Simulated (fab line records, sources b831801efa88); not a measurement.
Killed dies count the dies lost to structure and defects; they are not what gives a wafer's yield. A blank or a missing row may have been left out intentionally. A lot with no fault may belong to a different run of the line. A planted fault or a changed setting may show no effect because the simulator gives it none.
fab line records ; flow sfq-line
record lots=14; wafers=42; last-day=90
route steps=325 shown M0@39 I6@266 M8@325
lots with no fault: from the same line, run without faults
start-h: the number of hours between the record's first day and the start of the first shown wafer of the lot ; wait-h: how many hours have passed since the lot's step before this one ; " the same as in the row above ; L1.1+2: one row covering several wafers at once ; - either no value or no given start ; * or withheld: withheld ; < > ~ a bound
route shown NAME@n: names a module that has steps shown in the file, with the first one's number in the route ; usual: average and standard deviation across the fault-free wafers ; same: alike in all rows ; chamber/n: place in a boat ; sites: readings site by site ; _std_site: standard deviation of those values ; _edge_site: inner sites' mean taken away from outer sites' mean ; radius-mm: for every site, how far away it sits from the centre of the wafer ; mask NAME#n: copy n ; behind: tool/chamber where the wafer was last shaped ; hold: reason for holding the lot/hours on hold/outcome of the hold ; device: whichever transistor did not switch (one of n, p or np) ; end of line: the same wafers' tests at the end of the route ; step lacking rows: just its recipe ; killed: dies that structure and defects cost at the first sort, which is not the same as the wafer's yield ; map: dies across one wafer; x = killed, . = not, _ = none there
set.NAME: the run value of the setting; set.NAME@STEP: its run value at that earlier step ; model.NAME: the simulator's own value behind a step, which no gauge read
a sample of lots followed through the steps of the route, with each step as a table and each wafer as a row
services: when a tool's chamber went out of use (start-h, in hours from the record's first day, below 0 if earlier), for how many hours, and the reason
## steps
# step SFQ_TRILAYER_M0_BARC_OPEN_METAL_ETCH_031
# recipe mask-material=PR; chemistry=O2; target-depth-nm=125; target=BARC; icp-w=600; bias-w=80; pressure-mtorr=10; time-s=41.7
# usual bias-w=80.00/0.23; drypump-motor-current-A=5.5/0.32; oes-product-au=0.686/0.0042; rf-fwd-power-W=593.3/2.4
lot.wafer;tool;chamber;start-h;wait-h;bias-w;drypump-motor-current-A;oes-product-au;rf-fwd-power-W;rf-hours-counter-h
L115.2;rie-metal-04;0;186.74;0.0;79.99;5.7;0.681;593.7;98
L115.3;rie-metal-04;1;186.74;0.0;79.72;5.9;0.681;591.2;-
L115.4;rie-metal-04;0;186.74;0.0;79.82;5.7;0.683;597.8;-
L116.3;rie-metal-03;0;200.96;0.0;80.03;5.1;0.688;598.0;-
L116.4;rie-metal-03;1;200.96;0.0;80.04;5.3;0.692;592.0;-
L116.6;rie-metal-03;1;200.96;0.0;79.98;5.3;0.685;595.1;-
L117.1;rie-metal-02;0;202.14;0.0;79.77;5.0;0.687;589.6;149
L117.2;rie-metal-02;1;202.14;0.0;80.06;5.7;0.683;591.0;101
L117.3;rie-metal-02;0;202.14;0.0;80.13;5.0;0.692;587.0;-
L118.1;rie-metal-03;0;205.74;0.0;79.82;5.1;0.688;595.1;128
L118.5;rie-metal-03;0;205.74;0.0;79.85;5.1;0.677;594.0;-
L118.6;rie-metal-03;1;205.74;0.0;79.78;5.3;0.686;597.0;-
L119.2;rie-metal-04;0;210.54;0.0;80.33;5.7;0.686;595.6;102
L119.4;rie-metal-04;0;210.54;0.0;80.26;5.7;0.686;597.6;-
L119.6;rie-metal-04;0;210.54;0.0;80.04;5.7;0.679;593.2;-
L120.2;rie-metal-02;0;217.29;0.0;79.98;5.0;0.681;592.1;152
L120.4;rie-metal-02;0;217.29;0.0;79.74;5.0;0.687;592.1;-
L120.5;rie-metal-02;0;217.29;0.0;79.72;5.0;0.688;591.8;-
L121.1;rie-metal-04;1;218.49;0.0;79.89;5.9;0.686;590.8;174
L121.5;rie-metal-04;1;218.49;0.0;79.80;5.9;0.678;590.5;-
L121.6;rie-metal-04;0;218.49;0.0;79.80;5.7;0.685;597.6;-
L129.2;rie-metal-03;1;269.33;0.0;79.79;5.3;0.684;593.3;119
L129.5;rie-metal-03;0;269.33;0.0;79.84;5.1;0.690;595.7;-
L129.6;rie-metal-03;1;269.33;0.0;79.46;5.3;0.695;595.9;-
L130.1;rie-metal-04;0;276.38;0.0;80.25;5.7;0.690;596.4;114
L130.4;rie-metal-04;0;276.38;0.0;80.14;5.7;0.690;593.9;-
L130.5;rie-metal-04;0;276.38;0.0;80.33;5.7;0.690;597.0;-
L131.4;rie-metal-02;0;284.79;0.0;80.12;5.0;0.684;590.1;-
L131.5;rie-metal-02;0;284.79;0.0;79.99;5.0;0.679;588.8;-
L131.6;rie-metal-02;1;284.79;0.0;79.69;5.7;0.692;594.3;-
L133.1;rie-metal-04;1;306.62;0.0;79.98;5.9;0.687;594.5;5
L133.4;rie-metal-04;1;306.62;0.0;79.93;5.9;0.690;593.2;-
L133.6;rie-metal-04;0;306.62;0.0;80.16;5.7;0.687;593.8;-
L135.1;rie-metal-04;1;431.32;0.0;79.72;5.9;0.680;593.1;22
L135.4;rie-metal-04;0;431.32;0.0;80.07;5.7;0.688;592.8;-
L135.6;rie-metal-04;1;431.32;0.0;80.10;5.9;0.684;591.6;-
L136.1;rie-metal-03;1;443.32;0.0;80.04;5.3;0.683;594.3;146
L136.2;rie-metal-03;0;443.32;0.0;80.16;5.1;0.681;599.1;165
L136.6;rie-metal-03;0;443.32;0.0;79.85;5.1;0.682;599.2;-
L137.2;rie-metal-03;0;446.92;0.0;79.63;5.1;0.683;594.1;165
L137.4;rie-metal-03;1;446.92;0.0;80.48;5.3;0.689;595.3;-
L137.5;rie-metal-03;0;446.92;0.0;79.78;5.1;0.688;595.0;-
# step SFQ_TRILAYER_I6_DEP_PECVD_165
# recipe material=SiO2; temp-c=150; time-s=111.11; pressure-torr=2.4; rf-w=183.3; precursor=SiH4/N2O; target-thk-nm=500
# usual heater-power-w=91/12; rf-fwd-power-W=182.2/0.68; run-length-s=139.1/0.54; susceptor-temp-C=150.01/0.13; throttle-valve-pct=24.5/1.5
lot.wafer;tool;chamber;start-h;wait-h;heater-power-w;rf-fwd-power-W;run-length-s;susceptor-temp-C;throttle-valve-pct
L115.2;pecvd-02;0;1549.70;0.0;115;182.5;139.0;149.99;23.5
L115.3;pecvd-02;1;1549.70;0.0;96;181.7;139.5;150.03;27.6
L115.4;pecvd-02;0;1549.70;0.0;95;182.9;140.0;149.95;23.4
L116.3;pecvd-02;2;1673.40;0.0;83;182.5;139.0;150.19;24.7
L116.4;pecvd-02;2;1673.40;0.0;89;182.7;139.3;150.29;24.2
L116.6;pecvd-02;0;1673.40;0.0;114;181.8;139.7;149.87;23.7
L117.1;pecvd-03;2;1678.01;0.0;77;181.9;139.4;150.07;23.7
L117.2;pecvd-03;1;1678.01;0.0;99;181.9;138.1;149.78;26.4
L117.3;pecvd-03;0;1678.01;0.0;103;182.1;138.4;150.05;24.1
L118.1;pecvd-04;2;1680.17;0.0;82;181.5;138.6;150.04;23.6
L118.5;pecvd-04;0;1680.17;0.0;80;181.8;139.3;150.26;24.7
L118.6;pecvd-04;2;1680.17;0.0;86;180.3;138.6;150.10;23.6
L119.2;pecvd-03;1;1683.75;0.0;83;182.1;138.6;150.02;26.0
L119.4;pecvd-03;2;1683.75;0.0;87;183.2;139.0;149.91;23.8
L119.6;pecvd-03;0;1683.75;0.0;105;181.9;138.7;150.08;24.2
L120.2;pecvd-02;0;1687.54;0.0;110;181.2;139.4;150.23;23.5
L120.4;pecvd-02;1;1687.54;0.0;98;181.9;139.9;150.06;27.6
L120.5;pecvd-02;0;1687.54;0.0;110;182.5;139.0;150.39;23.5
L121.1;pecvd-02;1;1689.94;0.0;92;183.1;139.5;149.93;27.6
L121.5;pecvd-02;0;1689.94;0.0;117;182.2;139.1;149.80;23.5
L121.6;pecvd-02;2;1689.94;0.0;91;182.4;139.2;149.90;24.5
L129.2;pecvd-02;1;1800.38;0.0;86;-;133.9;-;27.5
L129.5;pecvd-02;0;1800.38;0.0;116;-;133.0;-;23.2
L129.6;pecvd-02;1;1800.38;0.0;91;182.3;139.6;150.22;27.5
L130.1;pecvd-02;0;1809.89;0.0;113;-;133.1;-;23.3
L130.4;pecvd-02;2;1809.89;0.0;93;182.9;139.4;150.05;24.7
L130.5;pecvd-02;0;1809.89;0.0;114;-;133.1;-;23.6
L131.4;pecvd-03;0;1818.33;0.0;99;181.8;138.9;149.90;23.6
L131.5;pecvd-03;1;1818.33;0.0;99;182.5;138.2;150.10;24.5
L131.6;pecvd-03;2;1818.33;0.0;89;183.5;138.7;150.10;23.0
L133.1;pecvd-04;0;1825.49;0.0;76;182.5;139.1;149.96;24.9
L133.4;pecvd-04;2;1825.49;0.0;82;181.1;138.2;149.90;24.2
L133.6;pecvd-04;0;1825.49;0.0;76;183.1;139.3;149.92;25.0
L135.1;pecvd-03;0;1832.69;0.0;109;181.1;138.7;149.96;23.7
L135.4;pecvd-03;0;1832.69;0.0;109;182.3;138.4;149.89;23.9
L135.6;pecvd-03;1;1832.69;0.0;88;182.2;138.1;150.06;24.5
L136.1;pecvd-03;1;1837.21;0.0;93;182.3;138.3;149.96;24.3
L136.2;pecvd-03;0;1837.21;0.0;113;182.0;138.7;149.92;23.5
L136.6;pecvd-03;1;1837.21;0.0;95;182.3;138.3;150.07;24.2
L137.2;pecvd-04;1;1839.61;0.0;81;181.6;139.6;150.08;23.4
L137.4;pecvd-04;0;1839.61;0.0;73;182.2;139.3;150.09;25.0
L137.5;pecvd-04;2;1839.61;0.0;83;182.2;138.5;149.88;24.2
# step SFQ_TRILAYER_I6_CMP_CMP_166
# recipe material=SiO2; down-force-psi=3; platen-rpm=60; pad-velocity-m-s=0.94248
# usual motor-current-A=10.4/1.2; platen-rpm=60.00/0.041; time-to-endpoint-s=219/8
lot.wafer;tool;chamber;start-h;wait-h;motor-current-A;platen-rpm;time-to-endpoint-s
L115.2;cmp-02;2;1555.37;5.6;9.4;59.97;210
L115.3;cmp-02;3;1555.37;5.6;12.4;60.06;203
L115.4;cmp-02;0;1555.37;5.6;10.3;60.04;216
L116.3;cmp-02;0;1673.48;0.0;10.2;59.91;224
L116.4;cmp-02;2;1674.48;1.0;9.6;60.10;225
L116.6;cmp-02;1;1675.98;2.5;13.1;59.97;230
L117.3;cmp-02;1;1678.09;0.0;12.4;59.98;209
L117.2;cmp-02;2;1678.09;0.0;9.5;59.88;208
L117.1;cmp-02;3;1678.09;0.0;12.5;60.00;213
L118.1;cmp-01;2;1680.25;0.0;9.9;59.95;213
L118.5;cmp-01;2;1682.25;2.0;10.1;60.01;216
L118.6;cmp-01;3;1682.25;2.0;10.6;59.98;235
L119.2;cmp-01;0;1683.83;0.0;8.8;59.98;229
L119.4;cmp-01;1;1683.83;0.0;9.8;59.94;230
L119.6;cmp-01;1;1686.33;2.5;10.1;59.96;220
L120.2;cmp-01;2;1687.62;0.0;10.4;60.04;213
L120.4;cmp-01;3;1687.62;0.0;10.9;60.04;227
L120.5;cmp-01;2;1689.62;2.0;9.6;60.02;226
L121.1;cmp-02;2;1691.52;1.5;9.4;59.96;208
L121.5;cmp-02;3;1691.52;1.5;12.1;59.92;208
L121.6;cmp-02;0;1691.52;1.5;10.1;60.04;214
L129.2;cmp-01;2;1800.46;0.0;9.7;60.03;190
L129.5;cmp-01;2;1802.46;2.0;10.0;60.10;193
L129.6;cmp-01;3;1802.46;2.0;10.8;59.99;224
L130.4;cmp-01;2;1810.46;0.5;9.7;60.03;209
L130.1;cmp-01;3;1810.46;0.5;10.3;59.99;205
L130.5;cmp-01;2;1812.46;2.5;9.9;59.96;204
L131.4;cmp-02;3;1818.86;0.5;11.6;59.99;221
L131.6;cmp-02;2;1820.36;2.0;9.5;59.99;226
L131.5;cmp-02;3;1820.36;2.0;12.2;60.02;224
L133.4;cmp-02;3;1826.06;0.5;11.8;59.95;221
L133.1;cmp-02;0;1826.06;0.5;9.7;60.04;229
L133.6;cmp-02;3;1828.06;2.5;12.0;59.97;225
L135.1;cmp-01;0;1837.37;4.6;8.9;59.99;210
L135.4;cmp-01;1;1837.37;4.6;9.6;60.00;212
L135.6;cmp-01;0;1839.37;6.6;9.1;59.99;225
L136.1;cmp-01;1;1842.87;5.6;9.1;59.98;208
L136.2;cmp-01;3;1843.87;6.6;10.3;60.01;209
L136.6;cmp-01;2;1845.37;8.1;9.8;60.01;210
L137.2;cmp-02;1;1844.71;5.1;12.3;60.03;217
L137.4;cmp-02;3;1845.71;6.0;12.5;59.98;221
L137.5;cmp-02;2;1847.21;7.5;9.5;59.98;220
# step SFQ_TRILAYER_I6_VIA_BARC_OPEN_VIA_ETCH_235
# recipe mask-material=PR; chemistry=O2; target-depth-nm=125; target=BARC; source-w=500; bias-w=80; pressure-mtorr=30; time-s=41.7
# usual bias-w=80.02/0.23; drypump-motor-current-A=5.7/0.38; oes-product-au=0.686/0.0046; rf-fwd-power-W=494.6/2.4
lot.wafer;tool;chamber;start-h;wait-h;bias-w;drypump-motor-current-A;oes-product-au;rf-fwd-power-W;rf-hours-counter-h
L115.2;rie-diel-04;1;1659.07;0.0;80.40;5.7;0.684;494.2;0
L115.3;rie-diel-04;2;1659.07;0.0;79.80;6.0;0.685;497.7;14
L115.4;rie-diel-04;3;1659.07;0.0;80.28;6.2;0.679;495.9;2
L116.3;rie-diel-04;0;1770.53;0.0;80.26;6.2;0.689;494.8;9
L116.4;rie-diel-04;3;1770.53;0.0;79.92;6.2;0.691;495.1;3
L116.6;rie-diel-04;0;1770.53;0.0;79.82;6.2;0.683;492.0;-
L117.1;rie-diel-03;3;1775.33;0.0;80.11;5.3;0.687;496.6;7
L117.2;rie-diel-03;1;1775.33;0.0;79.49;5.7;0.685;491.8;11
L117.3;rie-diel-03;2;1775.33;0.0;79.93;6.2;0.685;495.7;2
L118.1;rie-diel-04;0;1777.73;0.0;79.89;6.2;0.684;493.4;9
L118.5;rie-diel-04;1;1777.73;0.0;79.87;5.8;0.685;495.1;-
L118.6;rie-diel-04;2;1777.73;0.0;79.53;6.0;0.686;499.3;-
L119.2;rie-diel-02;0;1781.33;0.0;79.82;5.5;0.678;499.0;11
L119.4;rie-diel-02;1;1781.33;0.0;79.75;5.0;0.684;498.8;6
L119.6;rie-diel-02;0;1781.33;0.0;79.92;5.5;0.686;497.3;-
L120.2;rie-diel-03;0;1783.73;0.0;80.02;5.3;0.682;491.4;11
L120.4;rie-diel-03;1;1783.73;0.0;80.36;5.7;0.691;489.7;12
L120.5;rie-diel-03;3;1783.73;0.0;79.81;5.3;0.681;495.8;-
L121.1;rie-diel-03;3;1787.33;0.0;79.95;5.3;0.687;495.8;7
L121.5;rie-diel-03;0;1787.33;0.0;80.30;5.3;0.681;490.9;-
L121.6;rie-diel-03;3;1787.33;0.0;80.24;5.3;0.688;494.7;-
L129.2;rie-diel-02;3;1821.85;0.0;79.79;5.8;0.687;495.8;13
L129.5;rie-diel-02;0;1821.85;0.0;79.90;5.5;0.691;495.7;-
L129.6;rie-diel-02;1;1821.85;0.0;80.07;4.9;0.686;495.6;-
L130.1;rie-diel-02;0;1875.98;0.0;79.63;5.5;0.690;495.4;13
L130.4;rie-diel-02;3;1875.98;0.0;80.38;5.8;0.680;498.0;13
L130.5;rie-diel-02;2;1875.98;0.0;79.98;5.8;0.681;490.1;-
L131.4;rie-diel-02;2;1898.90;0.0;79.89;5.8;0.691;493.4;10
L131.5;rie-diel-02;0;1898.90;0.0;80.55;5.6;0.684;497.4;-
L131.6;rie-diel-02;3;1898.90;0.0;79.61;5.7;0.695;496.9;-
L133.1;rie-diel-03;0;1903.70;0.0;79.85;5.3;0.682;492.2;12
L133.4;rie-diel-03;1;1903.70;0.0;80.01;5.7;0.687;491.9;13
L133.6;rie-diel-03;1;1903.70;0.0;79.91;5.7;0.688;493.3;-
L135.1;rie-diel-03;3;1913.30;0.0;80.18;5.3;0.683;496.5;9
L135.4;rie-diel-03;2;1913.30;0.0;80.02;6.2;0.683;493.4;3
L135.6;rie-diel-03;0;1913.30;0.0;79.93;5.3;0.690;491.0;-
L136.1;rie-diel-02;1;1920.03;0.0;79.76;4.9;0.682;497.1;8
L136.2;rie-diel-02;0;1920.03;0.0;79.92;5.5;0.690;496.3;13
L136.6;rie-diel-02;2;1920.03;0.0;79.90;5.8;0.685;493.6;-
L137.2;rie-diel-04;2;1921.23;0.0;80.06;6.0;0.692;497.5;18
L137.4;rie-diel-04;0;1921.23;0.0;80.16;6.1;0.691;490.2;10
L137.5;rie-diel-04;2;1921.23;0.0;79.98;6.0;0.689;498.4;-
# step SFQ_M8_BOW_MEAS_951
# recipe mode=bow
# usual M8_BOW=6/12
lot.wafer;tool;chamber;start-h;wait-h;M8_BOW[um]
L115.2;film-metro-03;-;1782.81;0.0;-9
L115.3;film-metro-03;-;1782.81;0.0;-5
L115.4;film-metro-03;-;1782.81;0.0;-6
L116.3;film-metro-03;-;1800.83;0.0;20
L116.4;film-metro-03;-;1800.83;0.0;1
L116.6;film-metro-03;-;1800.83;0.0;19
L117.1;film-metro-01;-;1814.99;0.0;29
L117.2;film-metro-01;-;1814.99;0.0;17
L117.3;film-metro-01;-;1814.99;0.0;21
L118.1;film-metro-03;-;1818.59;0.0;11
L118.5;film-metro-03;-;1818.59;0.0;9
L118.6;film-metro-03;-;1818.59;0.0;14
L119.2;film-metro-03;-;1826.56;0.0;-19
L119.4;film-metro-03;-;1826.56;0.0;9
L119.6;film-metro-03;-;1826.56;0.0;-8
L120.2;film-metro-02;-;1841.93;0.0;12
L120.4;film-metro-02;-;1841.93;0.0;17
L120.5;film-metro-02;-;1841.93;0.0;4
L121.1;film-metro-02;-;1843.11;0.0;-1
L121.5;film-metro-02;-;1843.11;0.0;-2
L121.6;film-metro-02;-;1843.11;0.0;-15
L129.2;film-metro-01;-;2036.75;0.0;9
L129.5;film-metro-01;-;2036.75;0.0;5
L129.6;film-metro-01;-;2036.75;0.0;17
L130.1;film-metro-03;-;2040.33;0.0;24
L130.4;film-metro-03;-;2040.33;0.0;20
L130.5;film-metro-03;-;2040.33;0.0;21
L131.4;film-metro-02;-;2079.14;0.1;-6
L131.5;film-metro-02;-;2079.14;0.1;1
L131.6;film-metro-02;-;2079.14;0.1;-12
L133.1;film-metro-01;-;2100.13;0.0;19
L133.4;film-metro-01;-;2100.13;0.0;23
L133.6;film-metro-01;-;2100.13;0.0;16
L135.1;film-metro-03;-;2149.35;0.0;24
L135.4;film-metro-03;-;2149.35;0.0;15
L135.6;film-metro-03;-;2149.35;0.0;27
L136.1;film-metro-03;-;2156.53;0.0;2
L136.2;film-metro-03;-;2156.53;0.0;-9
L136.6;film-metro-03;-;2156.53;0.0;9
L137.2;film-metro-03;-;2157.75;0.0;-5
L137.4;film-metro-03;-;2157.75;0.0;1
L137.5;film-metro-03;-;2157.75;0.0;9
## services
tool;chamber;start-h;hours;kind
cmp-02;-;163.73;0.8;repair
cmp-02;-;234.38;4.0;pm
cmp-02;-;245.40;1.0;repair
cmp-02;-;247.38;5.9;pm
cmp-02;-;258.34;1.5;repair
cmp-01;-;305.19;3.3;repair
cmp-01;-;314.66;2.7;repair
cmp-01;-;400.09;9.2;repair
cmp-01;-;409.28;4.0;pm
cmp-02;-;483.63;2.3;pm
cmp-01;-;517.31;3.8;pm
cmp-02;-;519.05;1.4;repair
cmp-02;-;554.58;8.3;pm
cmp-02;-;575.40;4.0;pm
cmp-02;-;592.27;1.0;repair
cmp-02;-;594.86;1.4;repair
cmp-02;-;613.31;1.8;repair
cmp-01;-;623.28;0.5;repair
cmp-02;-;625.18;4.0;repair
cmp-01;-;641.63;8.7;repair
cmp-02;-;654.57;1.2;repair
cmp-01;-;656.22;0.6;repair
cmp-01;-;660.06;1.8;repair
cmp-01;-;719.83;28.4;pm
## key
first-sign step=SFQ_TRILAYER_I6_DEP_PECVD_165; reading=run-length-s; direction=down; sigmas=11; usual=*; struck=*
effect step=SFQ_TRILAYER_I6_CMP_CMP_166; reading=time-to-endpoint-s; direction=down; sigmas=2.6; usual=*; struck=*
met-at SFQ_TRILAYER_I6_DEP_PECVD_165
struck-lots L129,L130
struck-wafers L129.2,L129.5,L130.1,L130.5
not-acting-at SFQ_TRILAYER_M0_BARC_OPEN_METAL_ETCH_031,SFQ_TRILAYER_I6_VIA_BARC_OPEN_VIA_ETCH_235,SFQ_M8_BOW_MEAS_951
onset-between 1689.94 1800.38
fault kind=process-parameter-drift; tool=pecvd-02; chamber=-; onset-h=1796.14; steps=SFQ_TRILAYER_I6_DEP_PECVD_165; channel=time-s; offset=*; shape=step; end-h=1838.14; scope=struck-wafers-only; acts-in=*; stated=*
